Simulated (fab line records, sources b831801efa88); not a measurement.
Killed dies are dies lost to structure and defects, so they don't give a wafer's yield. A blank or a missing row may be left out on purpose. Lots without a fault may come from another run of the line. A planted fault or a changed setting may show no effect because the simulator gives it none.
fab line records | flow gf180mcu
record lots=5 wafers=15 last_day=33
route steps=602 shown M4@465 V4@476
lots that met no fault: from a run of the same line without faults
start_h: hours from the record's first day to the start of the lot's first wafer shown | wait_h: hours since the lot's step before | " the same as in the row above | L1.1+2: a row that stands for several wafers | - no value, or no start given | * or withheld: withheld | < > ~ a bound
route shown NAME@n: a module of which the file shows steps, and the number in the route of the first | usual: mean/standard deviation of fault-free wafers | same: alike in all rows | chamber/n: place in a boat | sites: the reading at each site | _std_site: their standard deviation | _edge_site: outer sites' mean less inner sites' | radius_mm: how far each site lies from the wafer's centre | mask NAME#n: copy n | behind: the tool/chamber that last shaped the wafer | hold: why the lot was held/for how many hours/how that ended | device: the transistor (n, p or np) that didn't switch | end of line: the same wafers' tests at the end of the route | a step without rows: its recipe alone | killed: dies lost to structure and defects at the first sort, not the wafer's yield | map: a wafer's dies, x killed, . not, _ none there
set.NAME: the setting as run; set.NAME@STEP: as run at that earlier step | model.NAME: the simulator's own value behind a step, which no gauge read
lots at some steps of the route; a table a step, a row a wafer
services: from which hour (start_h, from the record's first day; less than 0 if before it) a tool's chamber was out of use, for how many hours, and why
## steps
# step GF_M4_COAT_09
# recipe resist=KrF spin_rpm=withheld resist_thk_nm=1000
# columns lot.wafer tool chamber start_h wait_h
L074.3+4+5 litho_track-02 0 526.04 0.1
L077.1+4+6 litho_track-04 0 550.36 0.1
L082.1+3+6 litho_track-04 0 588.26 0.1
L091.3+4+6 litho_track-03 0 660.27 0.1
L093.1+2+4 litho_track-04 0 682.81 0.1
# step GF_M4_SOFTBAKE_10
# recipe temp_c=130 time_s=60 resist=KrF
# usual heater_power_total_W=93.06/0.055 plate_temp_C=130.02/0.12
# columns lot.wafer tool chamber start_h wait_h heater_power_total_W plate_temp_C
L074.3 litho_track-02 0 526.19 0.1 93.01 130.11
L074.4 " 0 " " 93.11 130.16
L074.5 " 0 " " 93.06 130.02
L077.1 litho_track-04 0 550.51 0.1 93.05 129.93
L077.4 " 0 " " 93.10 130.01
L077.6 " 0 " " 93.12 130.09
L082.1 litho_track-04 0 588.41 0.1 93.14 129.99
L082.3 " 0 " " 93.02 129.90
L082.6 " 0 " " 93.02 130.01
L091.3 litho_track-03 0 660.42 0.1 92.99 130.01
L091.4 " 0 " " 93.05 129.92
L091.6 " 0 " " 93.03 130.04
L093.1 litho_track-04 0 682.96 0.1 92.99 129.82
L093.2 " 0 " " 93.05 129.82
L093.4 " 0 " " 92.94 129.89
# step GF_M4_EXPOSE_11
# recipe mask_id=Metal4 target_cd_nm=280 na=0.68 source_shape=conventional sigma_outer=0.6 dose_mj=28
# same sigma_outer=0.6
# columns lot.wafer tool chamber start_h wait_h mask
L074.3+4+5 krf_scanner-02 0 - - Metal4#0
L077.1+4+6 krf_scanner-02 0 - - Metal4#0
L082.1+3+6 krf_scanner-02 0 - - Metal4#0
L091.3+4+6 krf_scanner-01 0 - - Metal4#0
L093.1+2+4 krf_scanner-01 0 - - Metal4#0
# step GF_M4_PEB_12
# recipe peb_temp_c=135 peb_time_s=90 resist=KrF
# usual heater_power_total_W=85.69/0.086 plate_temp_C=135.01/0.17
# columns lot.wafer tool chamber start_h wait_h heater_power_total_W plate_temp_C
L074.3 litho_track-02 0 - - 85.59 135.02
L074.4 " 0 " " 85.76 134.85
L074.5 " 0 " " 85.67 134.87
L077.1 litho_track-04 0 - - 85.58 135.07
L077.4 " 0 " " 85.81 134.95
L077.6 " 0 " " 85.63 135.12
L082.1 litho_track-02 0 - - 85.84 134.94
L082.3 " 0 " " 85.74 134.76
L082.6 " 0 " " 85.80 134.80
L091.3 litho_track-03 0 - - 85.76 135.33
L091.4 " 0 " " 85.56 134.91
L091.6 " 0 " " 85.58 135.46
L093.1 litho_track-02 0 - - 85.60 134.79
L093.2 " 0 " " 85.67 134.61
L093.4 " 0 " " 85.71 134.75
# step GF_M4_DEVELOP_13
# recipe develop_time_s=60 dev_temp_c=21
# columns lot.wafer tool chamber start_h wait_h
L074.3+4+5 litho_track-02 0 537.09 0.1
L077.1+4+6 litho_track-04 0 561.06 0.2
L082.1+3+6 litho_track-02 0 598.69 0.2
L091.3+4+6 litho_track-03 0 670.07 0.1
L093.1+2+4 litho_track-02 0 692.14 0.2
# step GF_M4_CD_MEAS_14
# recipe target_cd_nm=280
# usual cd_nm=279.6/1.3
# columns lot.wafer tool chamber start_h wait_h cd_nm
L074.3 cd_sem-02 - 537.23 0.1 277.3
L074.4 " - " " 279.0
L074.5 " - " " 279.5
L077.1 cd_sem-02 - 561.21 0.1 281.1
L077.4 " - " " 281.2
L077.6 " - " " 281.2
L082.1 cd_sem-01 - 598.84 0.1 279.8
L082.3 " - " " 279.1
L082.6 " - " " 279.7
L091.3 cd_sem-02 - 670.21 0.1 278.3
L091.4 " - " " 277.8
L091.6 " - " " 278.0
L093.1 cd_sem-02 - 692.29 0.1 280.0
L093.2 " - " " 281.1
L093.4 " - " " 279.7
# step GF_M4_OVL_MEAS_15
# usual M4_OVL=3/5
# columns lot.wafer tool chamber start_h wait_h M4_OVL[nm]
L074.3 overlay-02 - 537.32 0.1 -1
L074.4 " - " " 2
L074.5 " - " " -2
L077.1 overlay-01 - 561.33 0.1 2
L077.4 " - " " 7
L077.6 " - " " 1
L082.1 overlay-01 - 598.96 0.1 1
L082.3 " - " " -1
L082.6 " - " " 4
L091.3 overlay-02 - 670.30 0.1 -7
L091.4 " - " " -4
L091.6 " - " " -2
L093.1 overlay-02 - 692.41 0.1 4
L093.2 " - " " 5
L093.4 " - " " 6
# step GF_M4_METAL_ETCH_16
# recipe chemistry=Cl2/BCl3 mask_material=KrF target_depth_nm=750.8 stop_on=SiO2 pressure_mtorr=8 icp_w=800 bias_w=140 Cl2_flow_sccm=80 bcl3_flow_sccm=40 time_s=125.1
# usual drypump_motor_current_A=5.9/0.49 oes_product_au=0.994/0.0056 throttle_valve_pct=28.226/0.01
# columns lot.wafer tool chamber start_h wait_h drypump_motor_current_A oes_product_au rf_hours_counter_h throttle_valve_pct
L074.3 rie_metal-02 0 537.39 0.1 6.1 0.990 - 28.226
L074.4 " 1 " " 5.7 0.998 - 28.225
L074.5 " 1 " " 5.7 1.000 - 28.224
L077.1 rie_metal-01 1 561.37 0.0 6.3 0.985 2 28.233
L077.4 " 0 " " 5.0 0.999 - 28.227
L077.6 " 1 " " 6.3 0.993 - 28.221
L082.1 rie_metal-01 1 599.00 0.0 6.3 0.976 4 28.235
L082.3 " 1 " " 6.3 0.987 - 28.234
L082.6 " 1 " " 6.3 0.992 - 28.239
L091.3 rie_metal-02 0 670.37 0.1 6.0 0.999 - 28.219
L091.4 " 1 " " 5.7 1.001 - 28.217
L091.6 " 0 " " 6.0 0.989 - 28.223
L093.1 rie_metal-01 0 692.45 0.0 5.0 0.991 8 28.223
L093.2 " 0 " " 5.0 0.998 - 28.222
L093.4 " 0 " " 5.0 1.002 - 28.228
# step GF_M4_STRIP_17
# recipe chemistry=O2/N2 power_w=1400 pressure_mtorr=1500 platen_temp_c=250 o2_flow_sccm=3000 n2_flow_sccm=300 overash_fraction=0.5
# usual drypump_motor_current_A=5.5/0.48 heater_power_w=330/55 n2_flow_sccm=300.0/0.97 oes_product_au=0.536/0.0053 strip_time_to_endpoint_s=7.33/0.059
# columns lot.wafer tool chamber start_h wait_h drypump_motor_current_A heater_power_w n2_flow_sccm oes_product_au rf_hours_counter_h strip_time_to_endpoint_s
L074.3 plasma_asher-02 0 537.51 0.1 5.1 315 298.7 0.527 - 7.28
L074.4 " 1 " " 5.2 417 300.2 0.535 - 7.17
L074.5 " 0 " " 5.1 316 299.1 0.532 - 7.18
L077.1 plasma_asher-02 1 561.49 0.1 5.2 407 300.2 0.530 67 7.45
L077.4 " 1 " " 5.2 405 301.6 0.540 - 7.32
L077.6 " 1 " " 5.2 415 300.6 0.540 - 7.41
L082.1 plasma_asher-03 1 599.26 0.2 6.1 291 299.4 0.542 105 7.42
L082.3 " 1 " " 6.1 284 298.9 0.539 - 7.39
L082.6 " 1 " " 6.1 291 298.7 0.538 - 7.41
L091.3 plasma_asher-04 0 670.49 0.1 5.8 410 299.8 0.534 - 7.31
L091.4 " 1 " " 6.2 311 299.1 0.534 - 7.30
L091.6 " 1 " " 6.2 309 299.4 0.528 - 7.29
L093.1 plasma_asher-02 0 692.70 0.2 5.1 313 301.0 0.539 82 7.32
L093.2 " 1 " " 5.2 406 302.0 0.542 82 7.30
L093.4 " 0 " " 5.1 313 301.1 0.539 - 7.29
# step GF_M4_STRIP_18
# recipe chemistry=post_etch_residue_remover time_s=1200 temp_c=72.5
# columns lot.wafer tool chamber start_h wait_h
L074.3+4+5 wet_bench-01 1 537.58 0.0
L077.1+4+6 wet_bench-02 1 561.59 0.1
L082.1+3+6 wet_bench-04 1 599.36 0.1
L091.3+4+6 wet_bench-02 2 670.55 0.0
L093.1+2+4 wet_bench-04 2 692.80 0.1
# step GF_M4_CLEAN_19
# recipe chemistry=DIW dry=n2_spin
# columns lot.wafer tool chamber start_h wait_h
L074.3+4+5 wet_bench-04 1 537.92 0.0
L077.1+4+6 wet_bench-01 1 561.94 0.0
L082.1+3+6 wet_bench-02 0 599.70 0.0
L091.3+4+6 wet_bench-04 3 670.89 0.0
L093.1+2+4 wet_bench-04 0 693.15 0.0
# step GF_V4_CVD_00
# recipe material=SiO2 target_thk_nm=600 sigma_open_frac=0.3 temp_c=400 time_s=100 sih4_flow_sccm=60 pressure_mtorr=6
# columns lot.wafer tool chamber start_h wait_h
L074.3+4+5 hdpcvd-01 1,1,0 538.03 0.0
L077.1+4+6 hdpcvd-01 1,0,1 562.03 0.0
L082.1+3+6 hdpcvd-01 0,1,0 599.79 0.0
L091.3+4+6 hdpcvd-01 1,0,2 670.99 0.0
L093.1+2+4 hdpcvd-01 0,2,0 693.24 0.0
# step GF_V4_THK_MEAS_01
# recipe reads=SiO2_of_V4_CVD_00
# usual V4_CVD_00_THK=603/8.9
# columns lot.wafer tool chamber start_h wait_h V4_CVD_00_THK[nm]
L074.3 film_metro-02 - 538.12 0.1 616
L074.4 " - " " 613
L074.5 " - " " 608
L077.1 film_metro-01 - 562.10 0.0 610
L077.4 " - " " 605
L077.6 " - " " 612
L082.1 film_metro-01 - 599.86 0.0 601
L082.3 " - " " 612
L082.6 " - " " 608
L091.3 film_metro-04 - 671.08 0.1 612
L091.4 " - " " 600
L091.6 " - " " 598
L093.1 film_metro-01 - 693.31 0.0 610
L093.2 " - " " 604
L093.4 " - " " 610
# step GF_V4_CVD_02
# recipe material=SiO2 target_thk_nm=850 precursor=TEOS temp_c=400 time_s=94.851 rf_w=600
# usual heater_power_w=628/140
# columns lot.wafer tool chamber start_h wait_h heater_power_w since_wet_clean_h
L074.3 pecvd-02 0 538.16 0.0 681 572
L074.4 " 2 " " 840 -
L074.5 " 0 " " 726 -
L077.1 pecvd-01 2 562.16 0.1 710 804
L077.4 " 2 " " 790 -
L077.6 " 1 " " 576 -
L082.1 pecvd-03 1 599.92 0.1 412 425
L082.3 " 0 " " 507 425
L082.6 " 1 " " 442 -
L091.3 pecvd-01 1 671.12 0.0 729 66
L091.4 " 2 " " 860 -
L091.6 " 0 " " 739 -
L093.1 pecvd-03 0 693.37 0.1 484 519
L093.2 " 2 " " 712 519
L093.4 " 1 " " 486 -
# step GF_V4_THK_MEAS_03
# recipe reads=SiO2_of_V4_CVD_02
# usual V4_CVD_02_THK=853/12
# columns lot.wafer tool chamber start_h wait_h V4_CVD_02_THK[nm]
L074.3 film_metro-04 - 538.25 0.1 856
L074.4 " - " " 832
L074.5 " - " " 857
L077.1 film_metro-04 - 562.23 0.0 847
L077.4 " - " " 864
L077.6 " - " " 863
L082.1 film_metro-02 - 599.99 0.0 841
L082.3 " - " " 847
L082.6 " - " " 852
L091.3 film_metro-01 - 671.21 0.1 846
L091.4 " - " " 872
L091.6 " - " " 861
L093.1 film_metro-02 - 693.44 0.0 851
L093.2 " - " " 843
L093.4 " - " " 847
# step GF_V4_CMP_04
# recipe material=SiO2 down_force_psi=4 platen_rpm=60 pad_velocity_m_s=0.94248
# usual motor_current_A=12.0/0.83 retaining_ring_pressure_frac=1.000/0.0047 slurry_filter_dp_kPa=13.50/0.13 time_to_endpoint_s=81/6.8
# columns lot.wafer tool chamber start_h wait_h motor_current_A retaining_ring_pressure_frac slurry_filter_dp_kPa time_to_endpoint_s
L074.4 cmp-02 0 538.29 0.0 12.3 1.000 13.62 76
L074.3 " 2 " " 11.5 0.999 13.45 85
L074.5 " 0 " " 12.7 1.001 13.50 86
L077.1 cmp-02 0 562.34 0.1 12.5 0.999 13.62 85
L077.4 " 2 " " 11.5 0.997 13.30 89
L077.6 " 3 " " 11.6 1.000 13.49 99
L082.3 cmp-02 2 600.34 0.3 12.2 1.005 13.48 81
L082.1 " 0 " " 12.4 1.000 13.38 76
L082.6 " 1 " " 12.0 0.991 13.41 78
L091.3 cmp-02 3 671.25 0.0 12.2 0.999 13.35 88
L091.4 " 1 " " 12.1 0.996 13.28 83
L091.6 " 3 " " 11.4 0.996 13.33 90
L093.2 cmp-01 0 693.55 0.1 13.3 0.990 13.30 79
L093.1 " 1 " " 13.0 0.998 13.57 73
L093.4 " 2 " " 12.0 1.004 13.39 88
# step GF_V4_BOW_MEAS_05
# recipe mode=bow
# usual V4_BOW=136/9.5
# columns lot.wafer tool chamber start_h wait_h V4_BOW[um]
L074.3 film_metro-01 - 538.63 0.2 130
L074.4 " - " " 136
L074.5 " - " " 125
L077.1 film_metro-02 - 562.59 0.2 139
L077.4 " - " " 126
L077.6 " - " " 123
L082.1 film_metro-02 - 600.59 0.1 140
L082.3 " - " " 136
L082.6 " - " " 132
L091.3 film_metro-02 - 671.59 0.3 148
L091.4 " - " " 159
L091.6 " - " " 146
L093.1 film_metro-04 - 693.80 0.1 139
L093.2 " - " " 138
L093.4 " - " " 131
# step GF_V4_DEHYDRATE_06
# recipe temp_c=200 time_s=60
# usual heater_power_total_W=160.38/0.12 plate_temp_C=200.03/0.15
# columns lot.wafer tool chamber start_h wait_h heater_power_total_W plate_temp_C
L074.3 litho_track-02 0 549.19 10.5 160.59 199.78
L074.4 " 0 " " 160.62 199.97
L074.5 " 0 " " 160.33 199.89
L077.1 litho_track-01 0 572.73 10.1 160.39 200.01
L077.4 " 0 " " 160.35 200.22
L077.6 " 0 " " 160.46 200.17
L082.1 litho_track-01 0 610.63 10.0 160.25 200.12
L082.3 " 0 " " 160.31 200.03
L082.6 " 0 " " 160.41 199.89
L091.3 litho_track-03 0 680.92 9.3 160.54 200.23
L091.4 " 0 " " 160.37 200.05
L091.6 " 0 " " 160.26 200.06
L093.1 litho_track-03 0 702.52 8.7 160.20 200.10
L093.2 " 0 " " 160.31 199.95
L093.4 " 0 " " 160.46 200.14
# step GF_V4_HMDS_07
# recipe prime_time_s=60 prime_temp_c=120
# columns lot.wafer tool chamber start_h wait_h
L074.3+4+5 litho_track-02 0 549.34 0.1
L077.1+4+6 litho_track-01 0 572.88 0.1
L082.1+3+6 litho_track-01 0 610.78 0.1
L091.3+4+6 litho_track-03 0 681.07 0.1
L093.1+2+4 litho_track-03 0 702.67 0.1
# step GF_V4_COAT_08
# recipe resist=BARC temp_c=withheld time_s=withheld spin_rpm=withheld resist_thk_nm=withheld
# columns lot.wafer tool chamber start_h wait_h
L074.3+4+5 litho_track-02 0 549.49 0.1
L077.1+4+6 litho_track-01 0 573.03 0.1
L082.1+3+6 litho_track-01 0 610.93 0.1
L091.3+4+6 litho_track-03 0 681.22 0.1
L093.1+2+4 litho_track-03 0 702.82 0.1
# step GF_V4_COAT_09
# recipe resist=KrF spin_rpm=withheld resist_thk_nm=1000
# columns lot.wafer tool chamber start_h wait_h
L074.3+4+5 litho_track-02 0 - -
L077.1+4+6 litho_track-01 0 - -
L082.1+3+6 litho_track-01 0 - -
L091.3+4+6 litho_track-03 0 - -
L093.1+2+4 litho_track-03 0 - -
# step GF_V4_SOFTBAKE_10
# recipe temp_c=130 time_s=60 resist=KrF
# usual heater_power_total_W=93.05/0.061 plate_temp_C=130.01/0.14
# columns lot.wafer tool chamber start_h wait_h heater_power_total_W plate_temp_C
L074.3 litho_track-02 0 - - 93.09 129.86
L074.4 " 0 " " 93.12 130.07
L074.5 " 0 " " 93.09 129.78
L077.1 litho_track-01 0 - - 93.06 129.92
L077.4 " 0 " " 93.03 130.04
L077.6 " 0 " " 93.08 130.13
L082.1 litho_track-01 0 - - 93.08 130.07
L082.3 " 0 " " 93.08 130.06
L082.6 " 0 " " 93.04 129.99
L091.3 litho_track-03 0 - - 93.13 130.15
L091.4 " 0 " " 92.93 130.21
L091.6 " 0 " " 93.14 129.97
L093.1 litho_track-03 0 - - 93.03 130.04
L093.2 " 0 " " 93.00 130.21
L093.4 " 0 " " 93.13 130.34
# step GF_V4_EXPOSE_11
# recipe mask_id=Via4 target_cd_nm=260 na=0.68 source_shape=conventional sigma_outer=0.6 dose_mj=38
# same sigma_outer=0.6
# columns lot.wafer tool chamber start_h wait_h mask
L074.3+4+5 krf_scanner-02 0 - - Via4#0
L077.1+4+6 krf_scanner-01 0 - - Via4#0
L082.1+3+6 krf_scanner-02 0 - - Via4#0
L091.3+4+6 krf_scanner-02 0 - - Via4#0
L093.1+2+4 krf_scanner-02 0 - - Via4#0
# step GF_V4_PEB_12
# recipe peb_temp_c=135 peb_time_s=90 resist=KrF
# usual heater_power_total_W=85.71/0.074 plate_temp_C=135.01/0.15
# columns lot.wafer tool chamber start_h wait_h heater_power_total_W plate_temp_C
L074.3 litho_track-01 0 - - 85.66 135.16
L074.4 " 0 " " 85.74 134.99
L074.5 " 0 " " 85.57 135.07
L077.1 litho_track-03 0 - - 85.78 134.76
L077.4 " 0 " " 85.67 134.88
L077.6 " 0 " " 85.75 134.89
L082.1 litho_track-01 0 - - 85.68 135.09
L082.3 " 0 " " 85.63 134.89
L082.6 " 0 " " 85.74 134.97
L091.3 litho_track-01 0 - - 85.59 134.94
L091.4 " 0 " " 85.81 135.19
L091.6 " 0 " " 85.67 134.65
L093.1 litho_track-02 0 - - 85.76 135.04
L093.2 " 0 " " 85.75 134.98
L093.4 " 0 " " 85.72 135.07
# step GF_V4_DEVELOP_13
# recipe develop_time_s=60 resist=KrF dev_temp_c=21
# columns lot.wafer tool chamber start_h wait_h
L074.3+4+5 litho_track-01 0 560.48 0.1
L077.1+4+6 litho_track-03 0 584.47 0.2
L082.1+3+6 litho_track-01 0 621.38 0.2
L091.3+4+6 litho_track-01 0 690.58 0.1
L093.1+2+4 litho_track-02 0 712.09 0.2
# step GF_V4_CD_MEAS_14
# recipe target_cd_nm=260
# usual cd_nm=260.4/1.2
# columns lot.wafer tool chamber start_h wait_h cd_nm
L074.3 cd_sem-02 - 560.62 0.1 259.9
L074.4 " - " " 260.2
L074.5 " - " " 258.9
L077.1 cd_sem-02 - 584.62 0.1 260.1
L077.4 " - " " 260.2
L077.6 " - " " 260.4
L082.1 cd_sem-02 - 621.53 0.1 260.1
L082.3 " - " " 260.3
L082.6 " - " " 261.4
L091.3 cd_sem-02 - 690.72 0.1 260.0
L091.4 " - " " 259.9
L091.6 " - " " 259.4
L093.1 cd_sem-01 - 712.24 0.1 260.7
L093.2 " - " " 260.5
L093.4 " - " " 260.5
# step GF_V4_OVL_MEAS_15
# usual V4_OVL=4/5.3
# columns lot.wafer tool chamber start_h wait_h V4_OVL[nm]
L074.3 overlay-01 - 560.71 0.1 2
L074.4 " - " " 11
L074.5 " - " " 4
L077.1 overlay-01 - 584.74 0.1 10
L077.4 " - " " 7
L077.6 " - " " 9
L082.1 overlay-02 - 621.65 0.1 12
L082.3 " - " " 4
L082.6 " - " " -7
L091.3 overlay-01 - 690.81 0.1 4
L091.4 " - " " -4
L091.6 " - " " -9
L093.1 overlay-01 - 712.36 0.1 9
L093.2 " - " " 0
L093.4 " - " " 0
# step GF_V4_ETCH_16
# recipe chemistry=N2/H2 target_depth_a=withheld overetch_a=withheld time_s=withheld target=BARC ion_energy_ev=200 source_w=500 bias_w=100 pressure_mtorr=30 n2_flow_sccm=100 h2_flow_sccm=200
# usual drypump_motor_current_A=5.8/0.53 n2_flow_sccm=99.99/0.28 oes_product_au=0.854/0.0047 throttle_valve_pct=13.224/0.0095
# columns lot.wafer tool chamber start_h wait_h drypump_motor_current_A n2_flow_sccm oes_product_au throttle_valve_pct
L074.3 rie_diel-01 2 560.73 0.0 5.0 100.17 0.862 13.231
L074.4 " 0 " " 6.1 100.48 0.850 13.206
L074.5 " 3 " " 5.9 100.20 0.844 13.220
L077.1 rie_diel-03 0 584.77 0.0 6.4 99.69 0.857 13.217
L077.4 " 3 " " 5.4 100.07 0.862 13.222
L077.6 " 2 " " 5.8 100.30 0.855 13.233
L082.1 rie_diel-03 3 621.68 0.0 5.5 100.00 0.854 13.235
L082.3 " 0 " " 6.4 99.79 0.862 13.213
L082.6 " 3 " " 5.5 100.18 0.858 13.227
L091.3 rie_diel-01 0 690.83 0.0 6.2 99.88 0.853 13.218
L091.4 " 2 " " 5.0 99.80 0.851 13.219
L091.6 " 3 " " 5.9 100.08 0.855 13.234
L093.1 rie_diel-04 2 712.40 0.0 5.9 100.08 0.851 13.229
L093.2 " 1 " " 5.9 100.04 0.853 13.228
L093.4 " 3 " " 6.1 99.74 0.858 13.218
# step GF_V4_ETCH_17
# recipe chemistry=C4F8/O2/Ar mask_material=KrF target=SiO2 stop_on=TiN source_w=1500 bias_w=1200 pressure_mtorr=40 c4f8_flow_sccm=withheld O2_flow_sccm=6 Ar_flow_sccm=300 time_s=withheld target_depth_a=6300
# usual oes_product_au=0.856/0.0046
# columns lot.wafer tool chamber start_h wait_h oes_product_au
L074.3 rie_diel-01 2 - - 0.855
L074.4 " 0 " " 0.850
L074.5 " 3 " " 0.850
L077.1 rie_diel-03 0 - - 0.858
L077.4 " 3 " " 0.861
L077.6 " 2 " " 0.858
L082.1 rie_diel-03 3 - - 0.861
L082.3 " 0 " " 0.854
L082.6 " 3 " " 0.849
L091.3 rie_diel-01 0 - - 0.864
L091.4 " 2 " " 0.854
L091.6 " 3 " " 0.865
L093.1 rie_diel-04 2 - - 0.848
L093.2 " 1 " " 0.850
L093.4 " 3 " " 0.854
# step GF_V4_STRIP_18
# recipe chemistry=O2/N2 power_w=1400 pressure_mtorr=1500 platen_temp_c=250 o2_flow_sccm=3000 n2_flow_sccm=300 overash_fraction=0.5
# usual drypump_motor_current_A=5.8/0.45 heater_power_w=327/56 n2_flow_sccm=299.8/0.95 oes_product_au=0.592/0.0047
# columns lot.wafer tool chamber start_h wait_h drypump_motor_current_A heater_power_w n2_flow_sccm oes_product_au rf_hours_counter_h
L074.3 plasma_asher-01 1 560.90 - 5.7 339 300.1 0.590 -
L074.4 " 0 " " 6.2 414 299.3 0.592 -
L074.5 " 1 " " 5.7 334 299.6 0.595 -
L077.1 plasma_asher-03 1 584.90 - 6.1 291 299.3 0.598 103
L077.4 " 0 " " 5.0 276 301.7 0.599 -
L077.6 " 0 " " 5.0 270 300.9 0.591 -
L082.1 plasma_asher-04 1 621.81 - 6.1 307 302.0 0.600 17
L082.3 " 1 " " 6.1 307 300.2 0.589 -
L082.6 " 0 " " 5.8 388 298.1 0.592 -
L091.3 plasma_asher-03 0 690.99 - 5.0 269 300.0 0.586 -
L091.4 " 1 " " 6.1 287 299.4 0.593 -
L091.6 " 1 " " 6.1 285 300.0 0.588 -
L093.1 plasma_asher-03 1 712.52 - 6.1 296 299.6 0.596 117
L093.2 " 0 " " 5.1 271 300.6 0.590 117
L093.4 " 0 " " 5.0 272 300.1 0.602 -
# step GF_V4_STRIP_19
# recipe chemistry=post_etch_residue_remover time_s=1200 temp_c=72.5
# columns lot.wafer tool chamber start_h wait_h
L074.3+4+5 wet_bench-04 0 560.96 0.0
L077.1+4+6 wet_bench-02 1 585.00 0.1
L082.1+3+6 wet_bench-03 0 621.91 0.1
L091.3+4+6 wet_bench-04 1 691.06 0.0
L093.1+2+4 wet_bench-02 2 712.62 0.1
# step GF_V4_CLEAN_20
# recipe chemistry=DIW dry=n2_spin
# columns lot.wafer tool chamber start_h wait_h
L074.3+4+5 wet_bench-03 3 561.30 0.0
L077.1+4+6 wet_bench-03 3 585.34 0.0
L082.1+3+6 wet_bench-04 1 622.25 0.0
L091.3+4+6 wet_bench-03 1 691.40 0.0
L093.1+2+4 wet_bench-03 2 713.00 0.0
# step GF_V4_SPUTTER_21
# recipe material=Ti target_thk_nm=15 chamber_pressure_pa=5 power_w=2500 substrate_temp_c=200 time_s=80.02
# usual substrate_temp_c=199.97/0.16 throttle_valve_pct=30.5/0.56
# columns lot.wafer tool chamber start_h wait_h substrate_temp_c throttle_valve_pct
L074.3 pvd_sputter-04 - 561.40 0.0 200.08 30.8
L074.4 " - " " 200.11 30.9
L074.5 " - " " 199.88 31.1
L077.1 pvd_sputter-02 - 585.44 0.0 199.94 29.8
L077.4 " - " " 199.88 30.6
L077.6 " - " " 199.83 29.8
L082.1 pvd_sputter-04 - 622.34 0.0 199.99 30.9
L082.3 " - " " 200.10 30.8
L082.6 " - " " 199.89 31.0
L091.3 pvd_sputter-04 - 691.49 0.0 199.93 31.0
L091.4 " - " " 200.09 30.9
L091.6 " - " " 199.54 30.8
L093.1 pvd_sputter-03 - 713.09 0.0 199.79 31.3
L093.2 " - " " 199.99 30.0
L093.4 " - " " 200.09 30.5
# step GF_V4_SPUTTER_22
# recipe material=TiN target_thk_nm=10 chamber_pressure_pa=5 power_w=4000 time_s=40
# usual throttle_valve_pct=30.5/0.57
# columns lot.wafer tool chamber start_h wait_h throttle_valve_pct
L074.3 pvd_sputter-04 - 561.46 0.0 31.0
L074.4 " - " " 30.9
L074.5 " - " " 31.2
L077.1 pvd_sputter-02 - 585.50 0.0 30.0
L077.4 " - " " 30.7
L077.6 " - " " 29.6
L082.1 pvd_sputter-04 - 622.41 0.0 30.9
L082.3 " - " " 30.8
L082.6 " - " " 31.2
L091.3 pvd_sputter-04 - 691.56 0.0 31.0
L091.4 " - " " 30.8
L091.6 " - " " 31.0
L093.1 pvd_sputter-03 - 713.15 0.0 31.2
L093.2 " - " " 29.8
L093.4 " - " " 30.2
# step GF_V4_CVD_23
# recipe material=W target_thk_nm=350 time_s=104.9 temp_c=400 pressure_torr=40
# usual chamber_pressure_Torr=40.00/0.092 heater_power_w=826/61
# columns lot.wafer tool chamber start_h wait_h chamber_pressure_Torr heater_power_w since_wet_clean_h
L074.3 cvd_w-02 0 561.53 0.1 40.05 753 -
L074.4 " 1 " " 39.91 892 -
L074.5 " 0 " " 40.06 755 -
L077.1 cvd_w-01 1 585.54 0.0 39.98 795 682
L077.4 " 1 " " 40.00 803 -
L077.6 " 0 " " 39.98 845 -
L082.1 cvd_w-02 1 622.44 0.0 40.04 886 218
L082.3 " 1 " " 40.00 909 -
L082.6 " 1 " " 40.01 874 -
L091.3 cvd_w-02 0 691.63 0.1 40.02 737 -
L091.4 " 1 " " 39.93 901 -
L091.6 " 0 " " 39.99 747 -
L093.1 cvd_w-01 1 713.19 0.0 40.16 782 809
L093.2 " 0 " " 40.21 845 809
L093.4 " 0 " " 40.11 866 -
# step GF_V4_RS_MEAS_24
# recipe thk_meas_gauge=four-point-probe reads=W_of_V4_CVD_23+TiN_of_V4_SPUTTER_22+Ti_of_V4_SPUTTER_21
# usual V4_W_RS=0.326/0.0038
# columns lot.wafer tool chamber start_h wait_h V4_W_RS[ohm/sq]
L074.3 film_metro-02 - 561.65 0.1 0.327
L074.4 " - " " 0.328
L074.5 " - " " 0.327
L077.1 film_metro-02 - 585.65 0.1 0.323
L077.4 " - " " 0.324
L077.6 " - " " 0.327
L082.1 film_metro-04 - 622.56 0.1 0.326
L082.3 " - " " 0.324
L082.6 " - " " 0.326
L091.3 film_metro-01 - 691.75 0.1 0.325
L091.4 " - " " 0.319
L091.6 " - " " 0.322
L093.1 film_metro-02 - 713.30 0.1 0.327
L093.2 " - " " 0.335
L093.4 " - " " 0.335
# step GF_V4_THK_MEAS_25
# recipe thk_meas_gauge=xrf reads=W_of_V4_CVD_23
# usual V4_W_THK=349/5.9
# columns lot.wafer tool chamber start_h wait_h V4_W_THK[nm]
L074.3 film_metro-02 - 561.75 0.1 345
L074.4 " - " " 345
L074.5 " - " " 347
L077.1 film_metro-02 - 585.77 0.1 350
L077.4 " - " " 345
L077.6 " - " " 342
L082.1 film_metro-04 - 622.68 0.1 349
L082.3 " - " " 350
L082.6 " - " " 351
L091.3 film_metro-01 - 691.85 0.1 355
L091.4 " - " " 361
L091.6 " - " " 357
L093.1 film_metro-02 - 713.42 0.1 344
L093.2 " - " " 337
L093.4 " - " " 337
## services
# columns tool chamber start_h hours kind
krf_scanner-01 - 517.67 0.8 pm
krf_scanner-02 - 522.84 2.4 repair
krf_scanner-01 - 531.16 1.3 pm
wet_bench-04 - 533.02 1.9 pm
cmp-02 - 534.39 1.1 repair
hdpcvd-01 - 539.25 15.0 pm
krf_scanner-01 - 546.45 3.6 repair
krf_scanner-02 - 549.55 0.3 repair
cmp-02 - 556.67 3.4 repair
cmp-02 - 572.00 4.0 pm
krf_scanner-02 - 596.18 1.3 pm
krf_scanner-02 - 602.55 1.0 pm
krf_scanner-02 - 603.55 4.4 pm
krf_scanner-02 - 616.81 0.3 repair
krf_scanner-02 - 638.40 5.3 repair
krf_scanner-02 - 646.77 3.6 pm
krf_scanner-02 - 658.13 0.5 repair
cmp-02 - 660.31 6.0 pm
pvd_sputter-04 - 666.03 2.3 repair
plasma_asher-03 - 673.94 6.9 repair
cmp-02 - 678.19 0.5 repair
wet_bench-02 - 692.96 6.6 repair
plasma_asher-03 - 701.39 3.7 repair
cmp-02 - 703.38 1.0 repair
## key
fault none
